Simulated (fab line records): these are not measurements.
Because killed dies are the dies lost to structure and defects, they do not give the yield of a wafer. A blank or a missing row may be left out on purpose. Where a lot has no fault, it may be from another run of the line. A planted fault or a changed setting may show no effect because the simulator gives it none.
8D (eight disciplines) problem report, filled in by code	flow gf180mcu	the parts of the form that need people (team, actions taken, sign-off) are left out

1. THE PROBLEM
Wafers free of any fault read 46.14 ohm/sq (standard deviation 0.088) for NSD_RS at GF_PSD_RS_MEAS_14, against a mean of 47.28 ohm/sq on 3 wafers of 2 lots. Relative to the usual mean, that is a shift of +13 standard deviations.
The step: measures by four-point-probe.
First observed at day 17 21:18: wafer L494.2, on filmMetro-03. The record has a number at this step for 36 wafers belonging to 12 lots. Rule for "out", or "out of limits": more than 4 standard deviations from the usual mean. The rest of the wafers with a number are treated as sound.

2. WHAT IT IS, AND WHAT IT ISN'T
question	is	is not
which readings at this step	NSD_RS	-
which lots	L494, L495	L484, L485, L486, L488, L489, L493, L504, L505, L506, L507
which wafers of those lots	L494.2, L495.2, L495.4	L494.1, L494.3, L495.1
read on which gauges	filmMetro-01, filmMetro-03	filmMetro-04
when	from day 17 21:18	up to then (20 sound wafers); but 13 sound wafers of L495, L504, L505, L506, L507 came after

3. THE SUSPECTS, EACH WITH WHAT RULES IT OUT
Counting: any tool at a process step up to the reading remains a suspect provided it ran every lot that is out. Sound lots after the first of them don't rule it out here, since some wafers of a struck lot are sound.
- the gauge at GF_PSD_RS_MEAS_14: ruled out. 2 gauges (filmMetro-01, filmMetro-03) read the wafers that are out.
- rtpAnneal-02 at GF_PSD_RTA_13 (time 20 s): kept. It ran every lot that is out, first L494 (day 17 21:13); its last sound lot up to then is L493 (day 17 10:56). Out on those wafers are its own readings of runLengthS.
After counting, what remains is rtpAnneal-02 at GF_PSD_RTA_13.

4. THE CAUSE (what the simulator had put in)
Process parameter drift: rtpAnneal-02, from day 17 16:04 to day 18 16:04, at GF_PSD_RTA_13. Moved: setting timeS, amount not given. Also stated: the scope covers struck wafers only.
This tool alone remained once counting was done.

5. THE EFFECT CHAIN, in route order
One row per reading whose mean, taken over the struck wafers that have a number, lies over 3 standard deviations from the usual. Scope: only readings with a usual standard deviation given in the record; hours: median across lots of the time from each lot's start at the first step in this table that gives one to its start at this step; sigmas: change in usual standard deviations.
hours	step	reading	usual	on struck wafers	change	sigmas
0	GF_PSD_RTA_13	runLengthS	48.78 s	44.30	-4.48	-30
0	GF_PSD_RS_MEAS_14	NSD_RS	46.14 ohm/sq	47.28	+1.14	+13
6	GF_PSD_RS_MEAS_15	PSD_RS	108.56 ohm/sq	111.53	+2.97	+11
Here are the process steps it includes:
- GF_PSD_RTA_13: time 20 s.

6. HOW IT WOULD HAVE BEEN CAUGHT EARLIER
5 hours passed between the start of the fault at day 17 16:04 and the first reading out of limits at a measuring or inspecting step in this record, taken at day 17 21:18.
Tool's own readings at GF_PSD_RTA_13, runLengthS: out on all struck wafers the step has rows for; an alarm limit on them would have tripped on the first.
Among the 2 lots that are out, L495 began GF_PSD_RTA_13 on rtpAnneal-02 after day 17 21:18. A tool hold placed at that time would have kept it from harm.
